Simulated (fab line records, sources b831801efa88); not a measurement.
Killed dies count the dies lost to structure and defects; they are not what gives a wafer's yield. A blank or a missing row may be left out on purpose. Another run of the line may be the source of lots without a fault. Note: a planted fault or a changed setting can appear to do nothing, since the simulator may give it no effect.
What tool caused it? + flow gf180mcu + Sampling: 6 lots, 18 wafers, 3 of 602 route steps

WHAT EACH GAUGE READ, for each wafer
GF_HV_LDD_TW_MEAS_11.
| lot  | measured     | on            | HV_LDD_TW      |
|------|--------------|---------------|----------------|
| L981 | day 10 16:01 | film_metro-01 | 2438 2444 2449 |
| L983 | day 11 07:06 | film_metro-03 | 2467 2476 2473 |
| L992 | day 14 00:31 | film_metro-01 | 2886 2873 2871 |
| L995 | day 14 20:32 | film_metro-02 | 2404 2405 2413 |
| L998 | day 15 18:54 | film_metro-01 | 2432 2424 2419 |
| L100 | day 16 10:38 | film_metro-01 | 2427 2441 2431 |

WHAT TOOL EACH LOT RAN ON (gives the tool, then ch and the chambers of the sampled wafers, and finally the start)
| lot  | GF_POLY_GATE_STRIP_14                | GF_HV_LDD_IMPLANT_09            |
|------|--------------------------------------|---------------------------------|
| L981 | plasma_asher-02 ch 0,1, day 9 20:40  | implanter-02 ch 0, day 10 15:47 |
| L983 | plasma_asher-03 ch 0,1, day 10 11:05 | implanter-01 ch 0, day 11 06:53 |
| L992 | plasma_asher-01 ch 0,1, day 13 02:18 | implanter-02 ch 0, day 13 23:50 |
| L995 | plasma_asher-03 ch 0,1, day 13 21:48 | implanter-02 ch 0, day 14 20:17 |
| L998 | plasma_asher-01 ch 0,1, day 14 19:24 | implanter-02 ch 0, day 15 18:36 |
| L100 | plasma_asher-02 ch 0,1, day 15 10:56 | implanter-02 ch 0, day 16 10:23 |
- GF_POLY_GATE_STRIP_14: strips in O2/N2.
- GF_HV_LDD_IMPLANT_09

THE ANSWER, worked out from the rows above alone
Rule: the usual values come from the lots themselves. Put in order of their means at a reading, lots are off if they are a third of the lots or fewer, leave a main group of 4 or more, and stand apart from it by a gap of 3 or more times the standard deviation of the main group's means; of several such gaps the widest counts. A main group whose means are all the same, to the digits that the tables above print for the reading, isn't used. Also off: a lot with no number at a reading for which 4 or more lots have one. All remaining lots with rows at the step are treated as sound.
Off: L992, seen at GF_HV_LDD_TW_MEAS_11 (HV_LDD_TW). The main group has a mean of 2436 with a standard deviation of 21.
A tool fits if, at a process step before that reading, it ran every lot that is off, and no sound lot after the first of them. Gauges at GF_HV_LDD_TW_MEAS_11: tried the same way as those tools. Of those tried, none fits.

WHAT WAS PUT IN BY THE SIMULATOR
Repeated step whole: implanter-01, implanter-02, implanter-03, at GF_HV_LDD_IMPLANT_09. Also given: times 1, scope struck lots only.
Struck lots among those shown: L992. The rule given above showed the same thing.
